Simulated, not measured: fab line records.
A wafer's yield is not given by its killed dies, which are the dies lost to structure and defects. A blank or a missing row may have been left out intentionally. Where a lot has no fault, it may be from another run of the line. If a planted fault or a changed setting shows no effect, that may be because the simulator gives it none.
fab line records	flow sky130
record: lots: 6	wafers: 18	last_day: 50
route steps=708 shown LDD_N@249 LDD_P@255 PAD_OPEN@708
lots untouched by any fault: they come from a run of this same line in which no faults occurred
start_h: hours from the record's opening day to when the first of the lot's shown wafers began	wait_h: time in hours since the lot's previous step	" the same as in the row above	L1.1+2: one row covering several wafers at once	- either no value or no given start	* or withheld: withheld	< > ~ a bound
route shown NAME@n: names a module that has steps shown in the file, with the first one's number in the route	usual: average and standard deviation across the fault-free wafers	same: alike in all rows	chamber/n: place in a boat	sites: each site's reading	_std_site: standard deviation of those values	_edge_site: outer sites' mean less inner sites'	radius_mm: for every site, how far away it sits from the centre of the wafer	mask NAME#n: copy n	behind: the most recent tool/chamber to have shaped the wafer	hold: the reason the lot was held/the length of the hold in hours/how it ended	device: which transistor (n, p or np) failed to switch	end of line: the route-end tests of the same wafers	step lacking rows: just its recipe	killed: dies that structure and defects cost at the first sort, which is not the same as the wafer's yield	map: dies across one wafer; x = killed, . = not, _ = none there
set.NAME: the run value of the setting; set.NAME@STEP: its run value at that earlier step	model.NAME: the simulator's own value behind a step, which no gauge read
lots at selected steps of the route; one table per step, one row per wafer
services: the hour from which a tool's chamber was out of use, counted from the record's first day as start_h (under 0 if before that day), plus the number of hours and why
== steps ==
step: SKY_LDD_N_IMPLANT_12
recipe: species: BF2	energy_kev: 50	dose_cm2: 5e+12	tilt_deg: 30	rotation_deg: 0
step: SKY_LDD_N_IMPLANT_13
recipe: species: BF2	energy_kev: 50	dose_cm2: 5e+12	tilt_deg: 30	rotation_deg: 90
step: SKY_LDD_N_IMPLANT_14
recipe: species: BF2	energy_kev: 50	dose_cm2: 5e+12	tilt_deg: 30	rotation_deg: 180
step: SKY_LDD_N_IMPLANT_15
recipe: species: BF2	energy_kev: 50	dose_cm2: 5e+12	tilt_deg: 30	rotation_deg: 270
step: SKY_LDD_N_STRIP_16
recipe: chemistry: O2/N2	power_w: 1400	pressure_mtorr: 1500	platen_temp_c: withheld	o2_flow_sccm: 3000	n2_flow_sccm: 300	overash_fraction: 0.5
usual: drypump_motor_current_A: 5.4/0.45	oes_product_au: 0.407/0.0048	strip_time_to_endpoint_s: 4.323/0.017
lot.wafer	tool	chamber	start_h	wait_h	drypump_motor_current_A	oes_product_au	rf_hours_counter_h	strip_time_to_endpoint_s
L889.1	plasma_asher-03	1	434.99	0.1	5.5	0.405	0	4.305
L889.2	"	0	"	"	5.0	0.406	0	4.321
L889.4	"	1	"	"	5.5	0.409	-	4.324
L890.2	plasma_asher-01	0	435.15	0.1	5.4	0.409	63	4.327
L890.3	"	0	"	"	5.4	0.396	-	4.320
L890.6	"	1	"	"	5.0	0.415	-	4.342
L895.1	plasma_asher-01	1	477.85	0.1	5.0	0.408	68	4.332
L895.3	"	1	"	"	5.0	0.405	-	4.326
L895.5	"	0	"	"	5.4	0.404	-	4.327
L906.2	plasma_asher-03	0	575.90	0.1	5.0	0.404	14	4.308
L906.5	"	0	"	"	5.1	0.403	-	4.313
L906.6	"	1	"	"	5.5	0.408	-	4.323
L907.1	plasma_asher-01	0	583.15	0.1	5.4	0.410	79	4.332
L907.4	"	1	"	"	5.0	0.411	-	4.316
L907.6	"	1	"	"	5.0	0.407	-	4.330
L909.2	plasma_asher-01	0	607.15	0.1	5.4	0.405	81	4.331
L909.3	"	0	"	"	5.4	0.409	-	4.349
L909.4	"	1	"	"	5.0	0.407	-	4.317
step: SKY_LDD_N_TW_MEAS_17
usual: LDD_N_TW: 2551/20
lot.wafer	tool	chamber	start_h	wait_h	LDD_N_TW
L889.1	film_metro-03	-	435.09	0.1	2536
L889.2	"	-	"	"	2532
L889.4	"	-	"	"	2532
L890.2	film_metro-04	-	435.26	0.1	2579
L890.3	"	-	"	"	2587
L890.6	"	-	"	"	2570
L895.1	film_metro-01	-	477.95	0.1	2534
L895.3	"	-	"	"	2548
L895.5	"	-	"	"	2548
L906.2	film_metro-01	-	576.01	0.1	2578
L906.5	"	-	"	"	2580
L906.6	"	-	"	"	2580
L907.1	film_metro-03	-	583.25	0.1	2525
L907.4	"	-	"	"	2541
L907.6	"	-	"	"	2542
L909.2	film_metro-03	-	607.26	0.1	2521
L909.3	"	-	"	"	2537
L909.4	"	-	"	"	2509
step: SKY_LDD_P_DEHYDRATE_00
recipe: temp_c: 200	time_s: 60
step: SKY_LDD_P_HMDS_01
recipe: prime_time_s: 60	prime_temp_c: 120
step: SKY_LDD_P_COAT_02
recipe: resist: NOVOLAK	spin_rpm: 3000	resist_thk_nm: 1140
step: SKY_LDD_P_SOFTBAKE_03
recipe: temp_c: 90	time_s: 60	resist: NOVOLAK
step: SKY_LDD_P_EXPOSE_04
recipe: mask_id: PSDM	na: 0.6	source_shape: conventional	sigma_outer: 0.6	polarization: unpolarized	target_cd_nm: 380	dose_mj: 138
step: SKY_LDD_P_PEB_05
recipe: temp_c: withheld	time_s: *	resist: NOVOLAK
step: SKY_LDD_P_DEVELOP_06
recipe: resist: NOVOLAK	developer: TMAH	develop_time_s: 60	dev_temp_c: 23.82
usual: chill_plate_temp_C: 23.00/0.1
lot.wafer	tool	chamber	start_h	wait_h	chill_plate_temp_C	model.LDD_P.cd_nm
L889.1	litho_track-02	0	466.07	0.1	22.74	383.1
L889.2	"	0	"	"	22.79	379.2
L889.4	"	0	"	"	22.82	382.9
L890.2	litho_track-02	0	466.39	0.1	22.96	419.8
L890.3	"	0	"	"	23.03	420.3
L890.6	"	0	"	"	23.04	420.9
L895.1	litho_track-02	0	509.02	0.1	23.07	415.6
L895.3	"	0	"	"	23.11	416.5
L895.5	"	0	"	"	23.00	419.4
L906.2	litho_track-02	0	605.49	0.1	23.08	378.4
L906.5	"	0	"	"	23.03	379.8
L906.6	"	0	"	"	22.92	382.6
L907.1	litho_track-02	0	612.17	0.1	23.01	377.1
L907.4	"	0	"	"	22.98	374.9
L907.6	"	0	"	"	23.06	376.6
L909.2	litho_track-03	0	635.49	0.1	23.21	377.5
L909.3	"	0	"	"	22.94	380.1
L909.4	"	0	"	"	23.22	379.3
step: SKY_LDD_P_CD_MEAS_07
recipe: target_cd_nm: 380
usual: cd_nm: 380.8/2.6
lot.wafer	tool	chamber	start_h	wait_h	hold	cd_nm
L889.1	cd_sem-01	-	466.22	0.1	-	383.4
L889.2	"	-	"	"	-	379.3
L889.4	"	-	"	"	-	382.9
L890.2	cd_sem-01	-	466.54	0.1	await_dispo/0.2h/release	419.7
L890.3	"	-	"	"	await_dispo/0.2h/release	420.2
L890.6	"	-	"	"	await_dispo/0.2h/release	420.9
L890.2	cd_sem-01	-	466.82	0.3	-	419.8
L890.3	"	-	"	"	-	420.4
L890.6	"	-	"	"	-	420.8
L895.1	cd_sem-02	-	509.17	0.1	await_dispo/0.2h/release	415.5
L895.3	"	-	"	"	await_dispo/0.2h/release	416.5
L895.5	"	-	"	"	await_dispo/0.2h/release	419.4
L895.1	cd_sem-02	-	509.45	0.3	-	415.8
L895.3	"	-	"	"	-	416.4
L895.5	"	-	"	"	-	419.3
L906.2	cd_sem-02	-	605.64	0.1	-	378.7
L906.5	"	-	"	"	-	379.7
L906.6	"	-	"	"	-	382.7
L907.1	cd_sem-02	-	612.32	0.1	-	377.2
L907.4	"	-	"	"	-	374.7
L907.6	"	-	"	"	-	376.5
L909.2	cd_sem-01	-	635.63	0.1	-	377.4
L909.3	"	-	"	"	-	379.9
L909.4	"	-	"	"	-	379.3
step: SKY_LDD_P_OVL_MEAS_08
usual: LDD_P_OVL: 1.2/1.7
lot.wafer	tool	chamber	start_h	wait_h	hold	LDD_P_OVL[nm]
L889.1	overlay-02	-	466.34	0.1	-	1.3
L889.2	"	-	"	"	-	1.9
L889.4	"	-	"	"	-	0.0
L890.2	overlay-02	-	474.42	7.6	await_dispo/7.4h/release	-0.4
L890.3	"	-	"	"	await_dispo/7.4h/release	0.3
L890.6	"	-	"	"	await_dispo/7.4h/release	-0.5
L895.1	overlay-02	-	511.55	2.1	await_dispo/1.9h/release	-0.4
L895.3	"	-	"	"	await_dispo/1.9h/release	0.5
L895.5	"	-	"	"	await_dispo/1.9h/release	-0.1
L906.2	overlay-02	-	605.74	0.1	-	2.5
L906.5	"	-	"	"	-	1.4
L906.6	"	-	"	"	-	2.8
L907.1	overlay-02	-	612.44	0.1	-	-0.6
L907.4	"	-	"	"	-	-0.3
L907.6	"	-	"	"	-	-1.2
L909.2	overlay-01	-	635.74	0.1	-	1.4
L909.3	"	-	"	"	-	0.1
L909.4	"	-	"	"	-	3.0
step: SKY_PAD_OPEN_PROBE_99
usual: killed_at_M0_to_M3: 44/7.9	killed_at_M4_up: 3.1/2	killed_at_contacts: 23/4.9	killed_at_front_end: 15/3.9	killed_at_other: 0.2/0.49	killed_dies: 86/10	killed_open: 47/7.1	killed_short: 39/7.1
same: gross_dies: 492	killed_at_back_side: 0
lot.wafer	tool	chamber	start_h	wait_h	killed_at_M0_to_M3	killed_at_M4_up	killed_at_contacts	killed_at_front_end	killed_at_other	killed_dies	killed_open	killed_short
L889.1	prober-01	-	1098.84	0.1	40	3	30	16	1	90	48	42
L889.2	prober-01	-	1098.89	0.1	40	1	28	6	0	75	45	30
L889.4	prober-01	-	1098.99	0.2	43	2	22	16	0	83	43	40
L890.2	prober-02	-	1099.64	0.1	52	5	25	18	1	101	47	53
L890.3	prober-02	-	1099.69	0.2	35	2	22	19	0	78	39	39
L890.6	prober-02	-	1099.84	0.2	56	0	22	16	0	94	57	37
L895.1	prober-01	-	1133.82	0.1	47	3	22	16	0	88	53	34
L895.3	prober-01	-	1133.92	0.2	39	2	22	17	0	80	46	30
L895.5	prober-01	-	1134.02	0.2	54	5	26	10	0	95	55	40
L906.2	prober-02	-	1184.34	0.1	46	5	22	16	1	90	46	44
L906.5	prober-02	-	1184.49	0.2	35	6	22	16	0	79	42	37
L906.6	prober-02	-	1184.54	0.2	43	2	27	7	0	79	44	35
L907.1	prober-01	-	1186.32	0.1	50	0	20	16	1	87	50	35
L907.4	prober-01	-	1186.47	0.2	60	3	25	16	2	106	49	57
L907.6	prober-01	-	1186.57	0.2	28	4	19	14	0	65	36	29
L909.2	prober-01	-	1199.57	0.1	40	0	22	13	0	75	46	28
L909.3	prober-01	-	1199.62	0.2	38	3	18	11	0	70	43	27
L909.4	prober-01	-	1199.67	0.2	40	1	17	14	0	72	39	33
killed by level:class
L889.1 LI_CONTACT:geometric_particle:open=12 VIA1:geometric_particle:open=10 LOCAL_INTERCONNECT:geometric_particle:short=7 CONTACT:geometric_particle:short=6 VIA2:geometric_particle:open=6 POLY_GATE:geometric_particle:short=5 METAL1:geometric_particle:short=5 VIA1:geometric_particle:short=5
L889.2 VIA3:geometric_particle:open=10 LOCAL_INTERCONNECT:geometric_particle:short=8 CONTACT:geometric_particle:open=7 CONTACT:geometric_particle:short=7 VIA1:geometric_particle:open=6 VIA2:geometric_particle:open=6 LI_CONTACT:geometric_particle:open=4 METAL1:geometric_particle:open=4
L889.4 CONTACT:geometric_particle:open=11 VIA1:geometric_particle:open=7 VIA3:geometric_particle:open=6 METAL1:geometric_particle:short=6 VIA2:geometric_particle:open=6 POLY_GATE:geometric_particle:short=4 METAL2:geometric_particle:short=4 METAL3:geometric_particle:short=4
L890.2 VIA1:geometric_particle:open=11 METAL1:geometric_particle:short=8 VIA3:geometric_particle:open=7 LI_CONTACT:geometric_particle:open=7 VIA2:geometric_particle:open=7 POLY_GATE:geometric_particle:short=6 CONTACT:geometric_particle:short=6 CONTACT:geometric_particle:open=5
L890.3 CONTACT:geometric_particle:open=7 VIA1:geometric_particle:short=7 FIELD_ISO:geometric_particle:open=6 CONTACT:geometric_particle:short=6 VIA3:geometric_particle:open=5 FIELD_ISO:geometric_particle:short=4 VIA2:geometric_particle:short=4 METAL2:geometric_particle:short=4
L890.6 VIA1:geometric_particle:open=13 VIA3:geometric_particle:open=11 VIA1:geometric_particle:short=9 CONTACT:geometric_particle:open=8 METAL1:geometric_particle:short=7 VIA2:geometric_particle:open=7 VIA2:geometric_particle:short=6 FIELD_ISO:geometric_particle:open=5
L895.1 VIA1:geometric_particle:open=19 CONTACT:geometric_particle:open=9 LI_CONTACT:geometric_particle:open=7 VIA1:geometric_particle:short=7 POLY_GATE:geometric_particle:open=6 VIA2:geometric_particle:open=6 FIELD_ISO:geometric_particle:short=5 METAL3:geometric_particle:short=4
L895.3 CONTACT:geometric_particle:open=11 VIA1:geometric_particle:open=10 VIA1:geometric_particle:short=6 LI_CONTACT:geometric_particle:open=5 VIA3:geometric_particle:open=4 METAL2:geometric_particle:short=4 POLY_GATE:area_etch=4 FIELD_ISO:geometric_particle:open=3
L895.5 VIA1:geometric_particle:open=20 METAL2:geometric_particle:short=10 CONTACT:geometric_particle:open=8 LI_CONTACT:geometric_particle:open=7 VIA2:geometric_particle:open=6 CONTACT:geometric_particle:short=5 METAL1:geometric_particle:short=5 POLY_GATE:geometric_particle:open=3
L906.2 CONTACT:geometric_particle:open=12 VIA1:geometric_particle:open=8 VIA1:geometric_particle:short=6 VIA2:geometric_particle:open=6 VIA3:geometric_particle:open=6 FIELD_ISO:geometric_particle:open=5 POLY_GATE:geometric_particle:short=5 METAL1:geometric_particle:short=5
L906.5 LI_CONTACT:geometric_particle:open=10 VIA2:geometric_particle:open=7 FIELD_ISO:geometric_particle:short=6 VIA1:geometric_particle:open=6 VIA2:geometric_particle:short=6 POLY_GATE:geometric_particle:short=5 METAL4:geometric_particle:short=5 CONTACT:geometric_particle:open=4
L906.6 LI_CONTACT:geometric_particle:open=8 CONTACT:geometric_particle:open=8 VIA3:geometric_particle:open=8 LOCAL_INTERCONNECT:geometric_particle:short=7 METAL2:geometric_particle:short=7 VIA2:geometric_particle:open=7 METAL1:geometric_particle:short=6 VIA1:geometric_particle:open=4
L907.1 VIA3:geometric_particle:open=10 VIA2:geometric_particle:open=8 VIA1:geometric_particle:open=7 VIA1:geometric_particle:short=7 METAL1:geometric_particle:short=6 LOCAL_INTERCONNECT:geometric_particle:short=5 CONTACT:geometric_particle:short=5 CONTACT:geometric_particle:open=4
L907.4 METAL1:geometric_particle:short=12 CONTACT:geometric_particle:open=10 VIA3:geometric_particle:open=9 VIA1:geometric_particle:open=8 POLY_GATE:geometric_particle:short=8 VIA1:geometric_particle:short=7 VIA2:geometric_particle:open=6 CONTACT:geometric_particle:short=5
L907.6 CONTACT:geometric_particle:open=8 VIA3:geometric_particle:open=7 FIELD_ISO:geometric_particle:short=5 POLY_GATE:geometric_particle:open=4 LI_CONTACT:geometric_particle:open=4 LI_CONTACT:geometric_particle:short=4 METAL1:geometric_particle:short=4 VIA1:geometric_particle:open=4
L909.2 VIA1:geometric_particle:open=14 CONTACT:geometric_particle:open=7 LOCAL_INTERCONNECT:geometric_particle:short=6 LI_CONTACT:geometric_particle:open=5 VIA3:geometric_particle:open=5 FIELD_ISO:geometric_particle:open=4 VIA2:geometric_particle:open=4 POLY_GATE:geometric_particle:short=3
L909.3 VIA1:geometric_particle:open=9 CONTACT:geometric_particle:open=7 METAL1:geometric_particle:short=6 METAL1:geometric_particle:open=6 VIA1:geometric_particle:short=5 LI_CONTACT:geometric_particle:open=4 VIA2:geometric_particle:open=4 FIELD_ISO:geometric_particle:open=3
L909.4 VIA1:geometric_particle:open=10 LI_CONTACT:geometric_particle:open=7 METAL1:geometric_particle:short=5 VIA3:geometric_particle:open=5 VIA2:geometric_particle:open=5 FIELD_ISO:geometric_particle:open=4 POLY_GATE:geometric_particle:short=4 VIA2:geometric_particle:short=4
== services ==
tool	chamber	start_h	hours	kind
plasma_asher-03	-	421.25	9.0	pm
plasma_asher-03	0	421.25	9.0	vent_cycle
plasma_asher-03	1	421.25	9.0	vent_cycle
plasma_asher-03	0	430.25	-	clean
plasma_asher-03	1	430.25	-	clean
plasma_asher-01	-	617.43	1.3	repair
== key ==
first_sign: step: SKY_LDD_P_CD_MEAS_07	reading: visit	direction: added	through: control_loop
effect: step: SKY_LDD_P_CD_MEAS_07	reading: cd_nm	direction: up	sigmas: 15	usual: 380.8	struck: 418.7	through: control_loop
model_effect: step: SKY_LDD_P_DEVELOP_06	value: LDD_P.cd_nm	without: 381.3	struck: 418.8
met_at SKY_LDD_P_DEVELOP_06
struck_wafers L890.2,L890.3,L890.6,L895.1,L895.3,L895.5
tester_left_out L890,L895
loop_trim: step: SKY_LDD_P_EXPOSE_04	setting: dose	lots: L895
onset_between 466.07 466.39
fault: kind: process_parameter_drift	tool: litho_track-02	chamber: -	onset_h: 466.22	steps: SKY_LDD_P_DEVELOP_06	channel: develop_time_s	offset: *	shape: step	end_h: 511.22	acts_in: *	stated: *
tester_left_out: of these lots the tester's yield and bins aren't shown, on N5 and GAA mostly nor the transistor test; their killed dies are dies lost to structure and defects alone, not to doping, threshold or leakage, so they don't give the yield
loop_trim: a control loop set the setting to another value than it would have without faults
